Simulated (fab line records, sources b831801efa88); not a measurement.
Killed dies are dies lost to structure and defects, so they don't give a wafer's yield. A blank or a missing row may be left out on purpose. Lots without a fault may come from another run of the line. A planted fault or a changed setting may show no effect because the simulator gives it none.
Which tool did it? | flow sky130 | 12 lots, 36 wafers sampled, at 2 steps of a route of 708

WHAT THE GAUGES READ, wafer by wafer
SKY_LDD_P_CD_MEAS_07: target cd 380 nm.
lot  | measured     | on        | cd_nm (nm)
L075 | day 19 20:32 | cd_sem-01 | 382.4 384.1 383.7
L077 | day 20 06:56 | cd_sem-02 | 380.1 379.9 379.9
L079 | day 21 01:46 | cd_sem-01 | 377.7 378.1 379.2
L081 | day 21 18:11 | cd_sem-02 | 379.4 376.6 380.6
L083 | day 22 12:03 | cd_sem-01 | 380.2 377.3 378.6
L085 | day 23 04:58 | cd_sem-02 | 376.6 378.6 378.6
L087 | day 24 07:25 | cd_sem-01 | 383.8 382.3 382.3
L089 | day 24 22:58 | cd_sem-01 | 374.7 379.3 377.0
L091 | day 25 09:52 | cd_sem-02 | 379.0 377.1 378.8
L093 | day 26 04:01 | cd_sem-01 | 379.0 378.3 380.6
L095 | day 26 17:29 | cd_sem-01 | 386.0 388.5 387.0
L097 | day 27 05:05 | cd_sem-01 | 380.8 383.8 382.6

WHICH TOOL RAN EACH LOT (tool, then ch and the chambers of the sampled wafers, then the start)
lot  | SKY_FIELD_ISO_ETCH_17
L075 | rie_si-02 ch 1,2,3, day 2 13:16
L077 | rie_si-01 ch 1,2,3, day 2 22:17
L079 | rie_si-01 ch 1,2,3, day 3 08:04
L081 | rie_si-02 ch 0,1,2, day 3 18:59
L083 | rie_si-02 ch 1,2, day 4 05:05
L085 | rie_si-01 ch 0,1,3, day 4 14:44
L087 | rie_si-01 ch 1,2, day 5 01:43
L089 | rie_si-02 ch 1,2,3, day 5 10:22
L091 | rie_si-02 ch 0,3, day 5 19:50
L093 | rie_si-02 ch 0,2,3, day 6 09:28
L095 | rie_si-02 ch 0,2,3, day 6 20:13
L097 | rie_si-01 ch 2,3, day 7 04:10
- SKY_FIELD_ISO_ETCH_17: etches Si in HBr/Cl2/O2, target depth 342 nm, time 97.7 s.

THE ANSWER, worked out from the rows above alone
Rule: what is usual is taken from the lots themselves. Put in order of their means at a reading, lots are off if they are a third of the lots or fewer, leave a main group of 4 or more, and stand apart from it by a gap of 3 or more times the standard deviation of the main group's means; of several such gaps the widest counts. A main group whose means are all the same, to the digits that the tables above print for the reading, isn't used. A lot without any number at a reading at which 4 lots or more have one is off too. The other lots that the step has rows for count as sound.
No lot is off at any reading shown: from this, nothing can be told.

WHAT THE SIMULATOR HAD PUT IN
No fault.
